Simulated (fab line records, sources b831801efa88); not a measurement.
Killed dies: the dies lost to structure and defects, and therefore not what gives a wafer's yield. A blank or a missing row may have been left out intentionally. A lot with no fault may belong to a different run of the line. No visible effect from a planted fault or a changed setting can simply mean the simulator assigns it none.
fab line records ; flow gf180mcu
record lots=13; wafers=39; last_day=34
route steps=602 shown M5@534 V5@545
lots with no fault: from the same line, run without faults
start_h: hours from the record's opening day to when the first of the lot's shown wafers began ; wait_h: how many hours have passed since the lot's step before this one ; " unchanged from the row above ; L1.1+2: one row covering several wafers at once ; - no value, or no start was given ; * or withheld: withheld ; < > ~ a bound
route shown NAME@n: names a module that has steps shown in the file, with the first one's number in the route ; usual: mean and standard deviation over wafers with no fault ; same: alike in all rows ; chamber/n: place in a boat ; sites: each site's reading ; _std_site: the standard deviation of these ; _edge_site: inner sites' mean taken away from outer sites' mean ; radius_mm: for every site, how far away it sits from the centre of the wafer ; mask NAME#n: copy n ; behind: tool/chamber where the wafer was last shaped ; hold: why the lot was held/for how many hours/how that ended ; device: which transistor (n, p or np) failed to switch ; end of line: the tests these same wafers got at the end of their route ; a step with no rows: only its recipe ; killed: dies that structure and defects cost at the first sort, which is not the same as the wafer's yield ; map: a wafer's dies, x killed, . not, _ none there
set.NAME: setting as actually run; set.NAME@STEP: the setting as run at that earlier step ; model.NAME: the simulator's own value behind a step, which no gauge read
route steps across a sampled set of lots; one table per step, one row per wafer
services: the hour from which a tool's chamber was out of use, counted from the record's first day as start_h (under 0 if before that day), plus the number of hours and why
## steps
# step GF_M5_OVL_MEAS_08
# usual M5_OVL=3/6.1
lot.wafer;tool;chamber;start_h;wait_h;M5_OVL[nm]
L910.3;overlay-02;-;605.27;0.1;13
L910.5;overlay-02;-;605.27;0.1;4
L910.6;overlay-02;-;605.27;0.1;2
L911.1;overlay-02;-;612.10;0.1;13
L911.5;overlay-02;-;612.10;0.1;19
L911.6;overlay-02;-;612.10;0.1;9
L913.2;overlay-02;-;628.05;0.1;11
L913.3;overlay-02;-;628.05;0.1;7
L913.4;overlay-02;-;628.05;0.1;14
L914.3;overlay-01;-;638.70;0.1;0
L914.4;overlay-01;-;638.70;0.1;8
L914.6;overlay-01;-;638.70;0.1;7
L915.2;overlay-01;-;647.85;0.1;2
L915.4;overlay-01;-;647.85;0.1;8
L915.6;overlay-01;-;647.85;0.1;-1
L916.2;overlay-02;-;651.55;0.1;-1
L916.3;overlay-02;-;651.55;0.1;-7
L916.4;overlay-02;-;651.55;0.1;-3
L918.3;overlay-02;-;671.75;0.1;4
L918.4;overlay-02;-;671.75;0.1;13
L918.6;overlay-02;-;671.75;0.1;7
L924.2;overlay-01;-;717.46;0.1;-7
L924.3;overlay-01;-;717.46;0.1;-7
L924.5;overlay-01;-;717.46;0.1;2
L926.1;overlay-01;-;721.74;0.1;6
L926.4;overlay-01;-;721.74;0.1;3
L926.5;overlay-01;-;721.74;0.1;7
L927.1;overlay-01;-;732.72;0.1;-2
L927.2;overlay-01;-;732.72;0.1;1
L927.5;overlay-01;-;732.72;0.1;1
L928.2;overlay-01;-;738.31;0.1;-1
L928.4;overlay-01;-;738.31;0.1;1
L928.5;overlay-01;-;738.31;0.1;-7
L931.1;overlay-02;-;751.19;0.1;1
L931.4;overlay-02;-;751.19;0.1;12
L931.5;overlay-02;-;751.19;0.1;1
L933.1;overlay-01;-;760.25;0.1;1
L933.5;overlay-01;-;760.25;0.1;9
L933.6;overlay-01;-;760.25;0.1;2
# step GF_V5_BOW_MEAS_05
# recipe mode=bow
# usual V5_BOW=133/10
lot.wafer;tool;chamber;start_h;wait_h;V5_BOW[um]
L910.3;film_metro-04;-;606.58;0.2;135
L910.5;film_metro-04;-;606.58;0.2;144
L910.6;film_metro-04;-;606.58;0.2;142
L911.1;film_metro-02;-;613.38;0.1;132
L911.5;film_metro-02;-;613.38;0.1;133
L911.6;film_metro-02;-;613.38;0.1;122
L913.2;film_metro-01;-;629.55;0.2;114
L913.3;film_metro-01;-;629.55;0.2;114
L913.4;film_metro-01;-;629.55;0.2;116
L914.3;film_metro-04;-;640.02;0.1;143
L914.4;film_metro-04;-;640.02;0.1;138
L914.6;film_metro-04;-;640.02;0.1;138
L915.2;film_metro-02;-;649.14;0.1;143
L915.4;film_metro-02;-;649.14;0.1;137
L915.6;film_metro-02;-;649.14;0.1;140
L916.2;film_metro-02;-;652.85;0.3;157
L916.3;film_metro-02;-;652.85;0.3;153
L916.4;film_metro-02;-;652.85;0.3;150
L918.3;film_metro-02;-;673.10;0.2;135
L918.4;film_metro-02;-;673.10;0.2;128
L918.6;film_metro-02;-;673.10;0.2;144
L924.2;film_metro-02;-;718.84;0.2;110
L924.3;film_metro-02;-;718.84;0.2;122
L924.5;film_metro-02;-;718.84;0.2;116
L926.1;film_metro-04;-;723.10;0.2;141
L926.4;film_metro-04;-;723.10;0.2;131
L926.5;film_metro-04;-;723.10;0.2;138
L927.1;film_metro-01;-;734.14;0.1;134
L927.2;film_metro-01;-;734.14;0.1;122
L927.5;film_metro-01;-;734.14;0.1;137
L928.2;film_metro-04;-;741.79;0.1;135
L928.4;film_metro-04;-;741.79;0.1;134
L928.5;film_metro-04;-;741.79;0.1;134
L931.1;film_metro-04;-;752.47;0.1;122
L931.4;film_metro-04;-;752.47;0.1;131
L931.5;film_metro-04;-;752.47;0.1;119
L933.1;film_metro-02;-;761.62;0.2;137
L933.5;film_metro-02;-;761.62;0.2;133
L933.6;film_metro-02;-;761.62;0.2;121
# step GF_V5_ETCH_16
# recipe chemistry=N2/H2; target_depth_a=withheld; overetch_a=withheld; time_s=withheld; target=BARC; ion_energy_ev=200; source_w=500; bias_w=100; pressure_mtorr=30; n2_flow_sccm=100; h2_flow_sccm=200
# usual chamber_pressure_mTorr=30.001/0.025; drypump_motor_current_A=5.7/0.35; oes_product_au=0.854/0.005; rf_fwd_power_W=495.0/1.9; throttle_valve_pct=13.225/0.0091
lot.wafer;tool;chamber;start_h;wait_h;chamber_pressure_mTorr;drypump_motor_current_A;oes_product_au;rf_fwd_power_W;throttle_valve_pct
L910.3;rie_diel-01;0;626.99;0.0;29.992;5.9;0.854;494.4;13.240
L910.5;rie_diel-01;3;626.99;0.0;29.966;5.5;0.857;498.8;13.222
L910.6;rie_diel-01;2;626.99;0.0;30.012;5.9;0.854;492.5;13.226
L911.1;rie_diel-03;1;634.09;0.0;30.008;5.5;0.856;494.1;13.223
L911.5;rie_diel-03;0;634.09;0.0;30.003;5.8;0.864;496.6;13.235
L911.6;rie_diel-03;3;634.09;0.0;30.005;5.5;0.856;496.6;13.202
L913.2;rie_diel-01;3;649.34;0.0;30.029;5.5;0.846;496.7;13.221
L913.3;rie_diel-01;0;649.34;0.0;30.034;5.9;0.862;492.9;13.228
L913.4;rie_diel-01;2;649.34;0.0;29.944;5.9;0.856;495.6;13.217
L914.3;rie_diel-03;3;659.57;0.0;30.021;5.5;0.855;495.9;13.225
L914.4;rie_diel-03;1;659.57;0.0;30.040;5.5;0.853;492.0;13.220
L914.6;rie_diel-03;3;659.57;0.0;29.952;5.5;0.857;498.8;13.231
L915.2;rie_diel-03;0;669.18;0.0;29.993;5.8;0.843;495.3;13.237
L915.4;rie_diel-03;1;669.18;0.0;29.999;5.5;0.861;492.8;13.229
L915.6;rie_diel-03;0;669.18;0.0;29.985;5.9;0.853;495.7;13.228
L916.2;rie_diel-01;3;671.97;0.0;29.983;5.5;0.857;499.8;13.226
L916.3;rie_diel-01;0;671.97;0.0;29.994;5.9;0.854;494.8;13.236
L916.4;rie_diel-01;1;671.97;0.0;29.997;5.5;0.858;494.1;13.237
L918.3;rie_diel-01;1;692.28;0.0;29.981;5.5;0.845;495.8;13.220
L918.4;rie_diel-01;3;692.28;0.0;30.027;5.5;0.850;496.0;13.230
L918.6;rie_diel-01;1;692.28;0.0;30.045;5.5;0.852;496.3;13.231
L924.2;rie_diel-04;3;736.47;0.0;29.993;4.8;0.854;693.7;13.209
L924.3;rie_diel-04;1;736.47;0.0;29.959;5.9;0.865;694.1;13.222
L924.5;rie_diel-04;1;736.47;0.0;30.000;5.9;0.854;695.8;13.225
L926.1;rie_diel-04;3;740.94;0.0;30.010;4.8;0.850;692.8;13.225
L926.4;rie_diel-04;2;740.94;0.0;30.038;5.9;0.851;695.3;13.232
L926.5;rie_diel-04;0;740.94;0.0;30.036;6.3;0.847;693.5;13.205
L927.1;rie_diel-03;2;750.09;0.0;29.922;5.9;0.856;496.3;13.215
L927.2;rie_diel-03;0;750.09;0.0;30.007;5.8;0.851;495.5;13.237
L927.5;rie_diel-03;0;750.09;0.0;30.021;5.8;0.854;495.6;13.231
L928.2;rie_diel-01;1;758.33;0.0;30.068;5.5;0.850;493.5;13.219
L928.4;rie_diel-01;2;758.33;0.0;29.979;5.9;0.857;493.0;13.221
L928.5;rie_diel-01;0;758.33;0.0;29.948;5.8;0.847;494.0;13.232
L931.1;rie_diel-01;2;768.97;0.0;30.036;5.9;0.855;494.8;13.227
L931.4;rie_diel-01;2;768.97;0.0;30.000;5.9;0.863;495.8;13.227
L931.5;rie_diel-01;1;768.97;0.0;30.015;5.5;0.860;493.9;13.233
L933.1;rie_diel-01;2;777.82;0.0;30.053;5.9;0.851;493.9;13.220
L933.5;rie_diel-01;2;777.82;0.0;29.956;5.9;0.853;495.9;13.222
L933.6;rie_diel-01;1;777.82;0.0;30.000;5.5;0.849;494.7;13.223
# step GF_V5_RS_MEAS_24
# recipe thk_meas_gauge=four-point-probe; reads=W_of_V5_CVD_23+TiN_of_V5_SPUTTER_22+Ti_of_V5_SPUTTER_21
# usual V5_W_RS=0.327/0.0036
lot.wafer;tool;chamber;start_h;wait_h;V5_W_RS[ohm/sq]
L910.3;film_metro-04;-;627.93;0.1;0.323
L910.5;film_metro-04;-;627.93;0.1;0.328
L910.6;film_metro-04;-;627.93;0.1;0.322
L911.1;film_metro-04;-;635.02;0.1;0.325
L911.5;film_metro-04;-;635.02;0.1;0.322
L911.6;film_metro-04;-;635.02;0.1;0.330
L913.2;film_metro-01;-;650.26;0.1;0.331
L913.3;film_metro-01;-;650.26;0.1;0.326
L913.4;film_metro-01;-;650.26;0.1;0.323
L914.3;film_metro-02;-;660.59;0.1;0.325
L914.4;film_metro-02;-;660.59;0.1;0.324
L914.6;film_metro-02;-;660.59;0.1;0.325
L915.2;film_metro-02;-;670.09;0.1;0.331
L915.4;film_metro-02;-;670.09;0.1;0.324
L915.6;film_metro-02;-;670.09;0.1;0.330
L916.2;film_metro-02;-;672.89;0.1;0.330
L916.3;film_metro-02;-;672.89;0.1;0.326
L916.4;film_metro-02;-;672.89;0.1;0.330
L918.3;film_metro-02;-;693.30;0.1;0.323
L918.4;film_metro-02;-;693.30;0.1;0.326
L918.6;film_metro-02;-;693.30;0.1;0.328
L924.2;film_metro-01;-;737.39;0.1;0.328
L924.3;film_metro-01;-;737.39;0.1;0.323
L924.5;film_metro-01;-;737.39;0.1;0.326
L926.1;film_metro-01;-;741.84;0.1;0.325
L926.4;film_metro-01;-;741.84;0.1;0.325
L926.5;film_metro-01;-;741.84;0.1;0.323
L927.1;film_metro-01;-;751.02;0.1;0.325
L927.2;film_metro-01;-;751.02;0.1;0.327
L927.5;film_metro-01;-;751.02;0.1;0.325
L928.2;film_metro-02;-;759.29;0.1;0.330
L928.4;film_metro-02;-;759.29;0.1;0.325
L928.5;film_metro-02;-;759.29;0.1;0.328
L931.1;film_metro-04;-;769.87;0.1;0.331
L931.4;film_metro-04;-;769.87;0.1;0.329
L931.5;film_metro-04;-;769.87;0.1;0.327
L933.1;film_metro-01;-;778.77;0.1;0.336
L933.5;film_metro-01;-;778.77;0.1;0.326
L933.6;film_metro-01;-;778.77;0.1;0.335
## services
tool;chamber;start_h;hours;kind
rie_diel-03;0;608.95;3.8;repair
rie_diel-01;-;611.26;0.3;repair
rie_diel-01;3;613.10;7.8;repair
rie_diel-03;2;629.86;8.1;repair
rie_diel-04;-;634.80;1.1;repair
rie_diel-03;3;661.72;4.1;repair
rie_diel-01;2;662.98;-;clean
rie_diel-01;2;662.98;18.0;scheduled_down
rie_diel-01;2;662.98;18.0;vent_cycle
rie_diel-04;3;689.19;4.8;repair
rie_diel-03;1;693.61;-;clean
rie_diel-03;1;693.61;24.6;scheduled_down
rie_diel-03;1;693.61;24.6;vent_cycle
rie_diel-04;1;696.48;23.8;repair
rie_diel-04;3;699.87;3.9;repair
rie_diel-01;1;704.10;7.6;repair
rie_diel-03;3;710.35;28.6;repair
rie_diel-04;1;739.51;12.2;repair
rie_diel-01;2;752.35;2.7;repair
rie_diel-01;-;757.54;0.7;repair
rie_diel-01;0;765.69;-;clean
rie_diel-01;0;765.69;18.5;scheduled_down
rie_diel-01;0;765.69;18.5;vent_cycle
rie_diel-04;2;767.26;5.3;repair
## key
first_sign step=GF_V5_ETCH_16; reading=rf_fwd_power_W; direction=up; sigmas=99+; usual=495.0; struck=694.2
effect none on later readings
met_at GF_V5_ETCH_16
struck_lots L924,L926
not_acting_at GF_M5_OVL_MEAS_08,GF_V5_BOW_MEAS_05,GF_V5_RS_MEAS_24
fault kind=process_parameter_drift; tool=rie_diel-04; chamber=-; onset_h=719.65; steps=GF_V5_ETCH_16; channel=source_w; offset=200; shape=step; end_h=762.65; acts_in=these_recipes_only; stated=500
